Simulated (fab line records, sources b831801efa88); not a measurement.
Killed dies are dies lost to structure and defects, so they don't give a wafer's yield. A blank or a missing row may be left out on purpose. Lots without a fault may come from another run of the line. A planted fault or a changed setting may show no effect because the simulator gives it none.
Tool commonality check | flow sky130 | 11 lots, 42 wafers sampled

WHY IT WAS OPENED
At SKY_LDD_N_TW_MEAS_17 the reading LDD_N_TW is flagged on 3 of 11 lots. Wafers without a fault read 2595, standard deviation 13.
Rule: a lot is flagged when every wafer of it that has a number lies more than 4 standard deviations from that mean, or none has a number. The other lots count as sound.

lot  | measured     | on            | LDD_N_TW, wafer by wafer      | flag
L491 | day 18 08:31 | film_metro-03 | 2595 2596 2583                |
L493 | day 19 02:08 | film_metro-02 | 2721 2713 2712 2712 2703 2718 | FLAGGED
L498 | day 21 08:59 | film_metro-02 | 2704 2722 2725 2715 2706 2715 | FLAGGED
L500 | day 21 23:27 | film_metro-02 | 2615 2602 2627                |
L503 | day 23 02:40 | film_metro-03 | 2682 2680 2672 2676 2671 2678 | FLAGGED
L505 | day 23 16:43 | film_metro-03 | 2590 2570 2570                |
L506 | day 24 04:34 | film_metro-01 | 2600 2582 2603                |
L507 | day 24 11:55 | film_metro-01 | 2591 2595 2601                |
L508 | day 24 20:06 | film_metro-02 | 2609 2598 2596                |
L509 | day 25 10:13 | film_metro-02 | 2607 2590 2609                |
L511 | day 25 16:30 | film_metro-02 | 2605 2601 2601                |
The numbers of the flagged lots are 2701 on average: +106 against the usual, or +8 standard deviations.

WHICH TOOL RAN EACH LOT
The record holds 3 process steps before the reading, out of a route of 708 steps. In each cell: the tool, then ch and the chambers that the sampled wafers went through, then the start.
lot  | flag    | SKY_SONOS_ONO_STRIP_17               | SKY_LDD_N_IMPLANT_11            | SKY_LDD_N_STRIP_16
L491 |         | plasma_asher-04 ch 0,1, day 13 03:31 | implanter-03 ch 0, day 18 07:40 | plasma_asher-03 ch 0,1, day 18 08:24
L493 | FLAGGED | plasma_asher-03 ch 0, day 13 18:50   | implanter-02 ch 0, day 19 00:58 | plasma_asher-02 ch 0,1, day 19 02:01
L498 | FLAGGED | plasma_asher-02 ch 0,1, day 15 20:13 | implanter-04 ch 0, day 21 07:50 | plasma_asher-02 ch 0,1, day 21 08:53
L500 |         | plasma_asher-04 ch 0,1, day 16 12:20 | implanter-04 ch 0, day 21 22:37 | plasma_asher-03 ch 0,1, day 21 23:20
L503 | FLAGGED | plasma_asher-03 ch 0,1, day 17 11:53 | implanter-04 ch 0, day 23 01:30 | plasma_asher-04 ch 0,1, day 23 02:34
L505 |         | plasma_asher-04 ch 0,1, day 18 03:35 | implanter-04 ch 0, day 23 15:52 | plasma_asher-03 ch 0,1, day 23 16:36
L506 |         | plasma_asher-02 ch 0,1, day 18 10:14 | implanter-02 ch 0, day 24 03:43 | plasma_asher-02 ch 0,1, day 24 04:27
L507 |         | plasma_asher-03 ch 0,1, day 18 19:53 | implanter-02 ch 0, day 24 11:04 | plasma_asher-03 ch 0, day 24 11:48
L508 |         | plasma_asher-03 ch 0,1, day 19 08:56 | implanter-04 ch 0, day 24 19:16 | plasma_asher-02 ch 1, day 24 19:59
L509 |         | plasma_asher-04 ch 0,1, day 19 20:01 | implanter-02 ch 0, day 25 09:22 | plasma_asher-03 ch 1, day 25 10:06
L511 |         | plasma_asher-02 ch 0,1, day 20 04:11 | implanter-03 ch 0, day 25 15:39 | plasma_asher-04 ch 0,1, day 25 16:24
What these steps do:
- SKY_SONOS_ONO_STRIP_17: strips in O2/N2.
- SKY_LDD_N_IMPLANT_11
- SKY_LDD_N_STRIP_16: strips in O2/N2.
- SKY_LDD_N_TW_MEAS_17

FLAGGED OVER TOTAL, TOOL BY TOOL (the gauges that took the reading come last)
step                   | tool            | lots run | flagged | share of the flagged lots | sound lots run after its first flagged lot
SKY_SONOS_ONO_STRIP_17 | plasma_asher-02 | 3        | 1       | some                      | 2 (L506,L511)
SKY_SONOS_ONO_STRIP_17 | plasma_asher-03 | 4        | 2       | some                      | 2 (L507,L508)
SKY_SONOS_ONO_STRIP_17 | plasma_asher-04 | 4        | 0       | none                      | -
SKY_LDD_N_IMPLANT_11   | implanter-02    | 4        | 1       | some                      | 3 (L506,L507,L509)
SKY_LDD_N_IMPLANT_11   | implanter-03    | 2        | 0       | none                      | -
SKY_LDD_N_IMPLANT_11   | implanter-04    | 5        | 2       | some                      | 3 (L500,L505,L508)
SKY_LDD_N_STRIP_16     | plasma_asher-02 | 4        | 2       | some                      | 2 (L506,L508)
SKY_LDD_N_STRIP_16     | plasma_asher-03 | 5        | 0       | none                      | -
SKY_LDD_N_STRIP_16     | plasma_asher-04 | 2        | 1       | some                      | 1 (L511)
SKY_LDD_N_TW_MEAS_17   | film_metro-01   | 2        | 0       | none                      | -
SKY_LDD_N_TW_MEAS_17   | film_metro-02   | 6        | 2       | some                      | 4 (L500,L508,L509,L511)
SKY_LDD_N_TW_MEAS_17   | film_metro-03   | 3        | 1       | some                      | 1 (L505)

WHAT THE TABLE ALLOWS
No row of the table ran every flagged lot.

WHAT THE SIMULATOR HAD PUT IN
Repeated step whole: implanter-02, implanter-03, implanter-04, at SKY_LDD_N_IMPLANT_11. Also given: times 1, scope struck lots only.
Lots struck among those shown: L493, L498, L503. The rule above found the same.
